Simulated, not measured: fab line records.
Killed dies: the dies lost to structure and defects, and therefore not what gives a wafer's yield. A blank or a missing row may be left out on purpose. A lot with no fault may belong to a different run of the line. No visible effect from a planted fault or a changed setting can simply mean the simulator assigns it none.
Chamber matching ; flow sky130 ; SKY_VIA2_CMP_24 on cmp-01: 4 sister chambers
The step polishes, stops on SiO2, t overpolish 20 s, target thk 0 nm. 8 wafers are shown with their chamber, then 7 later ones without.

== EACH WAFER AND ITS CHAMBER ==
wafer;chamber;motorCurrentA (A);timeToEndpointS (s)
L928.5;0;12.4;111
L929.2;3;10.1;100
L929.4;1;10.3;109
L932.3;0;12.2;104
L932.4;2;10.8;104
L932.6;2;10.2;103
L933.3;3;9.6;99
L933.4;1;10.2;104

== WAFERS MISSING THEIR CHAMBER ==
wafer;motorCurrentA (A);timeToEndpointS (s)
L933.6;12.4;103
L938.1;12.1;100
L938.4;9.4;99
L938.5;10.4;104
L944.2;10.4;95
L944.3;12.3;96
L944.6;12.3;95

== WHICH CHAMBER EACH ONE RAN IN ==
wafer;from the rows above;in truth
L933.6;0;0
L938.1;0;0
L938.4;3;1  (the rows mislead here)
L938.5;can't be placed: 2 or 1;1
L944.2;can't be placed: 3 or 2 or 1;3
L944.3;0;0
L944.6;0;0
Correctly placed: 4 of 7. Unplaceable from these rows: 2, with the true chamber sitting among the candidates in 2. 1 placed wrongly.
How it was worked out, from the rows above alone: a wafer's distance from a chamber is the root of the sum, over the readings, of the square of ((its reading less the chamber's mean) divided by the reading's scatter). The wafer belongs to the nearest chamber; if the next one is less than 2 further off, it can't be placed. Each chamber's mean is taken over the wafers shown for it. How the scatter is found: for the shown wafers, subtract from each reading the mean of its chamber, square and add these, divide the total by (wafers less chambers), then take the root.
